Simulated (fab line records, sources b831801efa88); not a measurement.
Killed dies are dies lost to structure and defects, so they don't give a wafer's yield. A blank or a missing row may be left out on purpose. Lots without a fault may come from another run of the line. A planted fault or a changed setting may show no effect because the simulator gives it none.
fab line records | flow sky130
record lots=24 wafers=72 last_day=50
route steps=708 shown FIELD_ISO@24 VIA2@527 CAPM@537 VIA3@574
lots that met no fault: from a run of the same line without faults
start_h: hours from the record's first day to the start of the lot's first wafer shown | wait_h: hours since the lot's step before | " the same as in the row above | L1.1+2: a row that stands for several wafers | - no value, or no start given | * or withheld: withheld | < > ~ a bound
route shown NAME@n: a module of which the file shows steps, and the number in the route of the first | usual: mean/standard deviation of fault-free wafers | same: alike in all rows | chamber/n: place in a boat | sites: the reading at each site | _std_site: their standard deviation | _edge_site: outer sites' mean less inner sites' | radius_mm: how far each site lies from the wafer's centre | mask NAME#n: copy n | behind: the tool/chamber that last shaped the wafer | hold: why the lot was held/for how many hours/how that ended | device: the transistor (n, p or np) that didn't switch | end of line: the same wafers' tests at the end of the route | a step without rows: its recipe alone | killed: dies lost to structure and defects at the first sort, not the wafer's yield | map: a wafer's dies, x killed, . not, _ none there
set.NAME: the setting as run; set.NAME@STEP: as run at that earlier step | model.NAME: the simulator's own value behind a step, which no gauge read
steps of the route over a sample of lots; a table a step, a row a wafer
services: from which hour (start_h, from the record's first day; less than 0 if before it) a tool's chamber was out of use, for how many hours, and why
## steps
# step SKY_FIELD_ISO_THK_MEAS_23
# recipe reads=SiO2_of_FIELD_ISO_OXIDATION_22
# usual FIELD_ISO_OXIDATION_01_THK=9.96/0.21
# columns lot.wafer tool chamber start_h wait_h FIELD_ISO_OXIDATION_01_THK[nm]
L074.1 film_metro-02 - 31.70 0.0 9.77
L074.4 " - " " 9.85
L074.6 " - " " 9.77
L075.2 film_metro-01 - 38.65 0.0 9.53
L075.5 " - " " 9.88
L075.6 " - " " 9.75
L076.2 film_metro-02 - 41.78 0.0 10.01
L076.4 " - " " 9.96
L076.5 " - " " 10.13
L077.2 film_metro-02 - 45.63 0.0 9.67
L077.4 " - " " 9.61
L077.6 " - " " 9.72
L079.3 film_metro-03 - 65.64 0.0 10.02
L079.4 " - " " 9.90
L079.5 " - " " 9.99
L080.1 film_metro-02 - 65.97 0.0 10.34
L080.5 " - " " 10.14
L080.6 " - " " 10.23
L078.1 film_metro-03 - 66.80 0.0 10.33
L078.5 " - " " 10.27
L078.6 " - " " 10.36
L081.2 film_metro-03 - 73.50 0.0 10.12
L081.3 " - " " 10.22
L081.5 " - " " 10.09
L082.1 film_metro-03 - 73.55 0.1 9.62
L082.2 " - " " 9.73
L082.5 " - " " 9.71
L083.1 film_metro-01 - 77.42 0.0 9.78
L083.5 " - " " 9.72
L083.6 " - " " 9.74
L084.1 film_metro-03 - 81.56 0.0 10.03
L084.2 " - " " 9.83
L084.5 " - " " 9.98
L085.1 film_metro-03 - 86.83 0.0 10.06
L085.3 " - " " 10.00
L085.5 " - " " 9.89
L086.3 film_metro-02 - 95.58 0.0 9.73
L086.4 " - " " 9.57
L086.5 " - " " 9.53
L087.1 film_metro-02 - 99.44 0.0 10.14
L087.4 " - " " 10.25
L087.6 " - " " 10.13
L088.1 film_metro-01 - 104.26 0.0 10.00
L088.2 " - " " 9.95
L088.3 " - " " 9.76
L089.2 film_metro-03 - 108.93 0.0 9.73
L089.5 " - " " 9.76
L089.6 " - " " 9.70
L090.2 film_metro-03 - 112.74 0.0 10.40
L090.3 " - " " 10.21
L090.5 " - " " 10.31
L091.1 film_metro-01 - 120.05 0.0 10.05
L091.3 " - " " 9.95
L091.5 " - " " 9.89
L092.4 film_metro-01 - 126.19 0.0 10.00
L092.5 " - " " 10.05
L092.6 " - " " 10.00
L093.3 film_metro-02 - 131.38 0.0 10.25
L093.5 " - " " 10.51
L093.6 " - " " 10.34
L094.1 film_metro-03 - 134.81 0.0 10.04
L094.2 " - " " 10.15
L094.6 " - " " 9.97
L095.2 film_metro-01 - 141.59 0.0 9.87
L095.4 " - " " 9.92
L095.5 " - " " 9.76
L096.1 film_metro-03 - 146.47 0.0 10.00
L096.2 " - " " 9.94
L096.5 " - " " 10.06
L097.3 film_metro-03 - 150.50 0.0 9.95
L097.5 " - " " 9.85
L097.6 " - " " 9.96
# step SKY_VIA2_SPUTTER_20
# recipe material=TiN target_thk_nm=20 chamber_pressure_pa=5 power_w=4000 time_s=80
# usual throttle_valve_pct=29.9/0.74
# columns lot.wafer tool chamber start_h wait_h throttle_valve_pct
L074.1 pvd_sputter-04 - 845.22 0.0 30.0
L074.4 " - " " 31.2
L074.6 " - " " 29.0
L075.2 pvd_sputter-02 - 853.76 0.0 29.6
L075.5 " - " " 29.3
L075.6 " - " " 30.3
L076.2 pvd_sputter-01 - 855.01 0.0 29.7
L076.4 " - " " 29.9
L076.5 " - " " 29.6
L077.2 pvd_sputter-04 - 868.66 0.0 29.9
L077.4 " - " " 30.2
L077.6 " - " " 31.2
L080.1 pvd_sputter-01 - 900.45 0.0 30.0
L080.5 " - " " 30.1
L080.6 " - " " 30.0
L079.3 pvd_sputter-01 - 904.93 0.0 28.1
L079.4 " - " " 29.6
L079.5 " - " " 27.8
L078.1 pvd_sputter-02 - 905.75 0.0 29.5
L078.5 " - " " 30.3
L078.6 " - " " 29.6
L081.2 pvd_sputter-04 - 911.20 0.0 30.0
L081.3 " - " " 30.2
L081.5 " - " " 30.0
L083.1 pvd_sputter-04 - 915.89 0.0 31.1
L083.5 " - " " 29.5
L083.6 " - " " 30.1
L082.1 pvd_sputter-04 - 917.20 0.0 30.1
L082.2 " - " " 29.2
L082.5 " - " " 29.3
L084.1 pvd_sputter-02 - 919.94 0.0 30.3
L084.2 " - " " 29.5
L084.5 " - " " 30.7
L085.1 pvd_sputter-04 - 933.54 0.0 30.1
L085.3 " - " " 29.2
L085.5 " - " " 30.1
L086.3 pvd_sputter-01 - 940.82 0.0 29.9
L086.4 " - " " 27.8
L086.5 " - " " 29.6
L087.1 pvd_sputter-04 - 946.99 0.0 31.0
L087.4 " - " " 30.1
L087.6 " - " " 29.4
L088.1 pvd_sputter-02 - 950.03 0.0 29.4
L088.2 " - " " 30.5
L088.3 " - " " 29.4
L089.2 pvd_sputter-02 - 957.31 0.0 29.5
L089.5 " - " " 30.4
L089.6 " - " " 29.3
L090.2 pvd_sputter-02 - 964.49 0.0 30.4
L090.3 " - " " 29.4
L090.5 " - " " 30.5
L091.1 pvd_sputter-02 - 970.76 0.0 29.3
L091.3 " - " " 30.3
L091.5 " - " " 30.3
L092.4 pvd_sputter-01 - 978.88 0.0 29.9
L092.5 " - " " 29.6
L092.6 " - " " 30.2
L094.1 pvd_sputter-04 - 992.03 0.0 31.0
L094.2 " - " " 29.2
L094.6 " - " " 31.0
L093.3 pvd_sputter-04 - 992.96 0.0 29.9
L093.5 " - " " 30.0
L093.6 " - " " 29.3
L095.2 pvd_sputter-02 - 1009.59 0.0 29.3
L095.4 " - " " 30.4
L095.5 " - " " 30.5
L096.1 pvd_sputter-01 - 1010.64 0.0 29.9
L096.2 " - " " 30.0
L096.5 " - " " 30.2
L097.3 pvd_sputter-02 - 1011.21 0.0 30.4
L097.5 " - " " 29.5
L097.6 " - " " 30.2
# step SKY_CAPM_CVD_00
# recipe material=SiO2 target_thk_nm=15.5 temp_c=400 time_s=withheld rf_w=450
# usual heater_power_w=712/120 susceptor_temp_C=400.00/0.22
# columns lot.wafer tool chamber start_h wait_h heater_power_w susceptor_temp_C
L074.1 pecvd-04 1 846.04 0.0 621 400.53
L074.4 " 2 " " 895 400.02
L074.6 " 1 " " 638 400.06
L075.2 pecvd-03 1 854.59 0.0 648 400.15
L075.5 " 2 " " 704 400.54
L075.6 " 1 " " 669 399.92
L076.2 pecvd-04 2 855.86 0.0 939 399.91
L076.4 " 1 " " 625 400.03
L076.5 " 0 " " 537 399.73
L077.2 pecvd-01 0 869.49 0.0 710 399.77
L077.4 " 0 " " 718 400.03
L077.6 " 2 " " 610 400.10
L080.1 pecvd-03 2 901.28 0.0 647 400.29
L080.5 " 2 " " 629 399.87
L080.6 " 0 " " 561 399.89
L079.3 pecvd-01 0 905.76 0.0 733 400.12
L079.4 " 2 " " 651 400.04
L079.5 " 0 " " 744 399.98
L078.1 pecvd-04 0 906.58 0.0 569 399.98
L078.5 " 0 " " 568 399.92
L078.6 " 1 " " 681 400.28
L081.2 pecvd-04 1 912.04 0.0 666 400.20
L081.3 " 2 " " 924 400.16
L081.5 " 0 " " 521 399.96
L083.1 pecvd-03 1 916.72 0.0 773 400.50
L083.5 " 1 " " 806 399.90
L083.6 " 2 " " 734 400.27
L082.1 pecvd-01 0 918.91 0.0 668 399.92
L082.2 " 2 " " 719 400.29
L082.5 " 0 " " 679 399.72
L084.1 pecvd-04 1 920.76 0.0 655 399.99
L084.2 " 2 " " 904 400.16
L084.5 " 0 " " 595 400.09
L085.1 pecvd-03 0 934.37 0.0 692 400.11
L085.3 " 1 " " 635 400.33
L085.5 " 1 " " 640 400.07
L086.3 pecvd-01 0 941.65 0.0 710 399.40
L086.4 " 0 " " 726 399.43
L086.5 " 2 " " 652 400.02
L087.1 pecvd-04 2 947.82 0.0 938 399.89
L087.4 " 0 " " 583 399.97
L087.6 " 2 " " 920 400.05
L088.1 pecvd-03 1 950.86 0.0 760 400.00
L088.2 " 2 " " 635 399.93
L088.3 " 0 " " 607 399.72
L089.2 pecvd-04 1 958.14 0.0 614 399.76
L089.5 " 1 " " 616 400.03
L089.6 " 2 " " 894 399.60
L090.2 pecvd-03 2 965.31 0.0 759 399.97
L090.3 " 2 " " 743 399.67
L090.5 " 2 " " 728 400.01
L091.1 pecvd-01 2 971.59 0.0 743 400.24
L091.3 " 0 " " 657 400.33
L091.5 " 1 " " 907 399.86
L092.4 pecvd-01 2 979.72 0.0 736 399.86
L092.5 " 1 " " 938 400.19
L092.6 " 0 " " 702 400.03
L094.1 pecvd-03 1 992.89 0.0 644 399.60
L094.2 " 2 " " 678 399.97
L094.6 " 1 " " 656 399.89
L093.3 pecvd-04 1 993.79 0.0 633 400.17
L093.5 " 0 " " 598 400.22
L093.6 " 1 " " 640 399.99
L095.2 pecvd-01 1 1010.42 0.0 945 400.20
L095.4 " 1 " " 967 399.81
L095.5 " 0 " " 738 400.00
L096.1 pecvd-03 1 1011.47 0.0 744 399.89
L096.2 " 2 " " 665 399.89
L096.5 " 2 " " 665 400.13
L097.3 pecvd-04 2 1012.05 0.0 926 400.05
L097.5 " 2 " " 902 400.09
L097.6 " 0 " " 577 399.92
# step SKY_VIA3_THK_MEAS_01
# recipe reads=SiO2_of_VIA3_HDPCVD_00
# usual VIA3_HDPCVD_THK=1630/17
# columns lot.wafer tool chamber start_h wait_h VIA3_HDPCVD_THK[nm]
L074.1 film_metro-01 - 899.09 0.1 1632
L074.4 " - " " 1621
L074.6 " - " " 1658
L075.2 film_metro-01 - 906.83 0.1 1585
L075.5 " - " " 1629
L075.6 " - " " 1605
L076.2 film_metro-01 - 909.83 0.1 1633
L076.4 " - " " 1618
L076.5 " - " " 1651
L077.2 film_metro-01 - 922.38 0.1 1619
L077.4 " - " " 1631
L077.6 " - " " 1634
L080.1 film_metro-03 - 951.99 0.1 1631
L080.5 " - " " 1633
L080.6 " - " " 1662
L079.3 film_metro-04 - 956.59 0.1 1656
L079.4 " - " " 1629
L079.5 " - " " 1653
L078.1 film_metro-04 - 957.27 0.1 1623
L078.5 " - " " 1639
L078.6 " - " " 1629
L081.2 film_metro-01 - 962.94 0.1 1627
L081.3 " - " " 1643
L081.5 " - " " 1625
L083.1 film_metro-04 - 966.17 0.1 1611
L083.5 " - " " 1613
L083.6 " - " " 1618
L082.1 film_metro-01 - 969.44 0.1 1656
L082.2 " - " " 1624
L082.5 " - " " 1632
L084.1 film_metro-03 - 970.74 0.1 1650
L084.2 " - " " 1611
L084.5 " - " " 1631
L085.1 film_metro-01 - 983.65 0.1 1632
L085.3 " - " " 1637
L085.5 " - " " 1626
L086.3 film_metro-04 - 990.25 0.1 1636
L086.4 " - " " 1633
L086.5 " - " " 1637
L087.1 film_metro-01 - 997.23 0.1 1637
L087.4 " - " " 1622
L087.6 " - " " 1643
L088.1 film_metro-01 - 998.87 0.1 1628
L088.2 " - " " 1627
L088.3 " - " " 1630
L089.2 film_metro-01 - 1007.11 0.1 1628
L089.5 " - " " 1613
L089.6 " - " " 1603
L090.2 film_metro-04 - 1014.19 0.1 1628
L090.3 " - " " 1603
L090.5 " - " " 1613
L091.1 film_metro-04 - 1019.81 0.1 1632
L091.3 " - " " 1618
L091.5 " - " " 1632
L092.4 film_metro-01 - 1027.20 0.0 1609
L092.5 " - " " 1605
L092.6 " - " " 1628
L094.1 film_metro-04 - 1040.38 0.1 1646
L094.2 " - " " 1648
L094.6 " - " " 1633
L093.3 film_metro-03 - 1041.07 0.1 1645
L093.5 " - " " 1644
L093.6 " - " " 1659
L095.2 film_metro-03 - 1056.34 0.1 1606
L095.4 " - " " 1615
L095.5 " - " " 1619
L096.1 film_metro-04 - 1057.85 0.1 1636
L096.2 " - " " 1610
L096.5 " - " " 1616
L097.3 film_metro-04 - 1058.64 0.1 1630
L097.5 " - " " 1629
L097.6 " - " " 1636
# step SKY_VIA3_CD_MEAS_12
# recipe target_cd_nm=200
# usual cd_nm=200.1/1.3
# columns lot.wafer tool chamber start_h wait_h cd_nm
L074.1 cd_sem-01 - 924.55 - 202.7
L074.4 " - " " 201.6
L074.6 " - " " 203.2
L075.2 cd_sem-02 - 931.52 - 200.8
L075.5 " - " " 201.9
L075.6 " - " " 200.9
L076.2 cd_sem-02 - 934.66 - 197.3
L076.4 " - " " 197.6
L076.5 " - " " 199.2
L077.2 cd_sem-02 - 947.41 - 200.5
L077.4 " - " " 199.3
L077.6 " - " " 200.5
L080.1 cd_sem-02 - 975.85 - 199.5
L080.5 " - " " 200.8
L080.6 " - " " 200.5
L079.3 cd_sem-02 - 980.28 - 200.0
L079.4 " - " " 201.6
L079.5 " - " " 201.6
L078.1 cd_sem-01 - 981.61 - 199.7
L078.5 " - " " 199.9
L078.6 " - " " 198.7
L081.2 cd_sem-02 - 986.61 - 200.6
L081.3 " - " " 200.1
L081.5 " - " " 200.6
L083.1 cd_sem-01 - 990.19 - 197.1
L083.5 " - " " 197.1
L083.6 " - " " 197.8
L082.1 cd_sem-02 - 993.16 - 201.0
L082.2 " - " " 200.5
L082.5 " - " " 199.3
L084.1 cd_sem-01 - 994.16 - 200.9
L084.2 " - " " 199.6
L084.5 " - " " 202.1
L085.1 cd_sem-02 - 1007.41 - 199.6
L085.3 " - " " 198.5
L085.5 " - " " 199.5
L086.3 cd_sem-01 - 1014.05 - 200.9
L086.4 " - " " 200.3
L086.5 " - " " 199.9
L087.1 cd_sem-01 - 1020.80 - 201.6
L087.4 " - " " 199.6
L087.6 " - " " 200.8
L088.1 cd_sem-01 - 1021.95 - 200.2
L088.2 " - " " 201.2
L088.3 " - " " 199.5
L089.2 cd_sem-01 - 1030.48 - 199.5
L089.5 " - " " 199.4
L089.6 " - " " 199.2
L090.2 cd_sem-01 - 1036.63 - 197.9
L090.3 " - " " 197.6
L090.5 " - " " 199.1
L091.1 cd_sem-02 - 1043.11 - 201.5
L091.3 " - " " 200.9
L091.5 " - " " 202.1
L092.4 cd_sem-02 - 1049.75 - 199.4
L092.5 " - " " 199.3
L092.6 " - " " 199.0
L094.1 cd_sem-02 - 1062.36 - 200.3
L094.2 " - " " 199.2
L094.6 " - " " 200.4
L093.3 cd_sem-01 - 1063.14 - 201.9
L093.5 " - " " 201.9
L093.6 " - " " 201.7
L095.2 cd_sem-01 - 1078.03 - 200.9
L095.4 " - " " 200.0
L095.5 " - " " 198.7
L096.1 cd_sem-02 - 1079.49 - 198.8
L096.2 " - " " 200.3
L096.5 " - " " 198.0
L097.3 cd_sem-01 - 1079.74 - 199.6
L097.5 " - " " 198.3
L097.6 " - " " 199.8
# step SKY_VIA3_THK_MEAS_23
# recipe thk_meas_gauge=xrf reads=W_of_VIA3_CVD_21
# usual VIA3_W_THK=393/7.3
# columns lot.wafer tool chamber start_h wait_h VIA3_W_THK[nm]
L074.1 film_metro-03 - 925.73 0.1 404
L074.4 " - " " 387
L074.6 " - " " 384
L075.2 film_metro-03 - 932.68 0.1 394
L075.5 " - " " 400
L075.6 " - " " 395
L076.2 film_metro-04 - 935.89 0.1 389
L076.4 " - " " 383
L076.5 " - " " 384
L077.2 film_metro-03 - 948.89 0.1 407
L077.4 " - " " 390
L077.6 " - " " 389
L080.1 film_metro-01 - 977.28 0.1 394
L080.5 " - " " 388
L080.6 " - " " 386
L079.3 film_metro-03 - 981.41 0.1 392
L079.4 " - " " 403
L079.5 " - " " 399
L078.1 film_metro-04 - 982.76 0.1 391
L078.5 " - " " 384
L078.6 " - " " 390
L081.2 film_metro-01 - 987.79 0.1 391
L081.3 " - " " 374
L081.5 " - " " 391
L083.1 film_metro-03 - 991.34 0.1 399
L083.5 " - " " 411
L083.6 " - " " 407
L082.1 film_metro-03 - 994.32 0.1 399
L082.2 " - " " 399
L082.5 " - " " 393
L084.1 film_metro-04 - 995.32 0.1 385
L084.2 " - " " 401
L084.5 " - " " 387
L085.1 film_metro-04 - 1008.59 0.1 396
L085.3 " - " " 401
L085.5 " - " " 404
L086.3 film_metro-04 - 1015.18 0.1 392
L086.4 " - " " 405
L086.5 " - " " 388
L087.1 film_metro-04 - 1021.95 0.1 385
L087.4 " - " " 385
L087.6 " - " " 393
L088.1 film_metro-04 - 1023.10 0.1 389
L088.2 " - " " 394
L088.3 " - " " 384
L089.2 film_metro-03 - 1031.71 0.1 392
L089.5 " - " " 391
L089.6 " - " " 397
L090.2 film_metro-04 - 1037.77 0.1 387
L090.3 " - " " 404
L090.5 " - " " 393
L091.1 film_metro-01 - 1044.27 0.1 382
L091.3 " - " " 382
L091.5 " - " " 384
L092.4 film_metro-03 - 1050.87 0.1 389
L092.5 " - " " 397
L092.6 " - " " 396
L094.1 film_metro-01 - 1063.51 0.1 394
L094.2 " - " " 388
L094.6 " - " " 381
L093.3 film_metro-04 - 1064.29 0.1 383
L093.5 " - " " 388
L093.6 " - " " 394
L095.2 film_metro-04 - 1079.27 0.1 389
L095.4 " - " " 392
L095.5 " - " " 390
L096.1 film_metro-03 - 1080.64 0.1 403
L096.2 " - " " 385
L096.5 " - " " 397
L097.3 film_metro-04 - 1081.39 0.1 406
L097.5 " - " " 401
L097.6 " - " " 398
## services
# columns tool chamber start_h hours kind
pecvd-04 - 822.79 0.4 repair
pvd_sputter-01 - 857.15 2.5 repair
pvd_sputter-04 - 858.45 7.5 repair
pecvd-03 2 860.38 9.7 repair
pvd_sputter-01 - 868.29 0.9 repair
pecvd-04 1 871.60 5.5 scheduled_down
pecvd-04 0 888.10 16.5 scheduled_down
pvd_sputter-04 - 911.62 2.0 repair
pecvd-03 - 920.23 2.8 pm
pvd_sputter-02 0 926.24 - consumable_replace:kit
pvd_sputter-02 0 926.24 18.0 scheduled_down
pvd_sputter-02 0 926.24 18.0 vent_cycle
pvd_sputter-02 - 938.69 2.4 repair
pvd_sputter-01 - 945.79 17.2 repair
pvd_sputter-02 - 946.04 2.1 repair
pecvd-03 1 960.58 10.9 repair
pvd_sputter-04 1 964.51 - consumable_replace:kit
pvd_sputter-04 1 964.51 18.0 scheduled_down
pvd_sputter-04 1 964.51 18.0 vent_cycle
pecvd-04 0 983.02 5.5 scheduled_down
pecvd-04 2 988.56 5.5 scheduled_down
pecvd-04 1 999.38 - clean
pecvd-04 1 999.38 - consumable_replace:showerhead
pecvd-04 1 999.38 29.0 scheduled_down
## key
fault none
